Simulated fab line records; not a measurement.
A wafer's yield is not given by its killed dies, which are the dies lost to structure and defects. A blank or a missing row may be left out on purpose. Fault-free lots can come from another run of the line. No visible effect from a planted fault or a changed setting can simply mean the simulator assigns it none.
8D (eight disciplines) problem report, filled in by code	flow sfqLine	the parts of the form that need people (team, actions taken, sign-off) are left out

## 1. WHAT IS WRONG
Wafers without a fault read 592.8 W, standard deviation 2.5; rfFwdPowerW at SFQ_TRILAYER_L0_ETCH_METAL_ETCH_008 reads a mean of 498.4 W on 3 wafers belonging to 2 lots. That puts it -38 standard deviations away from the usual mean.
The step: etches MoNx KI in SF6/O2, stops on SiO2, target depth 50 nm, time 25 s.
Earliest sighting: wafer L284.2 on rieMetal-04 at day 7 22:11. The record holds 18 wafers of 6 lots with a number at this step. By rule, "out" or "out of limits" means more than 4 standard deviations away from the usual mean. The other wafers with a number count as sound.

## 2. WHAT IT IS, AND WHAT IT ISN'T
question	is	is not
which readings at this step	rfFwdPowerW	drypumpMotorCurrentA, oesProductAu
which lots	L284, L285	L270, L274, L288, L291
which wafers of those lots	L284.2, L284.6, L285.5	L284.5, L285.1, L285.3
read on which tools	rieMetal-04	rieMetal-03
when	from day 7 22:11	up to then (7 sound wafers); but 8 sound wafers of L285, L288, L291 came after

## 3. THE SUSPECTS, EACH WITH WHAT RULES IT OUT
Counting: a tool at a process step up to the reading stays a suspect if it ran every lot that is out. Sound lots after the first of them don't rule it out here, since some wafers of a struck lot are sound.
- rieMetal-04 at SFQ_TRILAYER_L0_BARC_OPEN_METAL_ETCH_010 (etches BARC in O2, target depth 125 nm, time 41.7 s): kept. Ran every lot that is out, first one L284 (day 7 22:08); last sound lot up to then L274 (day 5 22:00).
- rieMetal-04 at SFQ_TRILAYER_L0_ETCH_METAL_ETCH_008 (etches MoNx KI in SF6/O2, stops on SiO2, target depth 50 nm, time 25 s): kept. Ran every lot that is out, first one L284 (day 7 22:11); last sound lot up to then L274 (day 5 22:07). Its own rfFwdPowerW readings are out on those wafers.
- The sound lot-mates ran in chamber 1 of rieMetal-04 at SFQ_TRILAYER_L0_BARC_OPEN_METAL_ETCH_010, but the wafers that are out ran in chamber 0.
- The sound lot-mates ran in chamber 1 of rieMetal-04 at SFQ_TRILAYER_L0_ETCH_METAL_ETCH_008, but the wafers that are out ran in chamber 0.
After counting, rieMetal-04 at SFQ_TRILAYER_L0_BARC_OPEN_METAL_ETCH_010 and rieMetal-04 at SFQ_TRILAYER_L0_ETCH_METAL_ETCH_008 remain.

## 4. THE CAUSE (what the simulator had put in)
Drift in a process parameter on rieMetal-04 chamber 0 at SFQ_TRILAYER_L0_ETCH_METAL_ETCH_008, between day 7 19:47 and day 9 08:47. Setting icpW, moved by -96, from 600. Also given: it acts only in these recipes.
Counting left 2 suspects, and this tool is among them.

## 5. SEQUENCE OF EFFECTS, ordered by route
Each row: a reading where the mean over the struck wafers with a number is more than 3 standard deviations away from the usual. Only readings whose record carries a usual standard deviation are examined. hours: median over the lots of the time between each lot's start at the first step of this table that gives one and its start at this step. sigmas: the change, counted in usual standard deviations.
hours	step	reading	usual	on struck wafers	change	sigmas
0	SFQ_TRILAYER_L0_ETCH_METAL_ETCH_008	rfFwdPowerW	592.8 W	498.4	-94.4	-38
The process steps in it:
- SFQ_TRILAYER_L0_ETCH_METAL_ETCH_008: etches MoNx KI in SF6/O2, stops on SiO2, target depth 50 nm, time 25 s.

## 6. WHAT WOULD HAVE CAUGHT IT SOONER
The fault began at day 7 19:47; the first out-of-limits reading in this record came at day 7 22:11, 2 hours later.
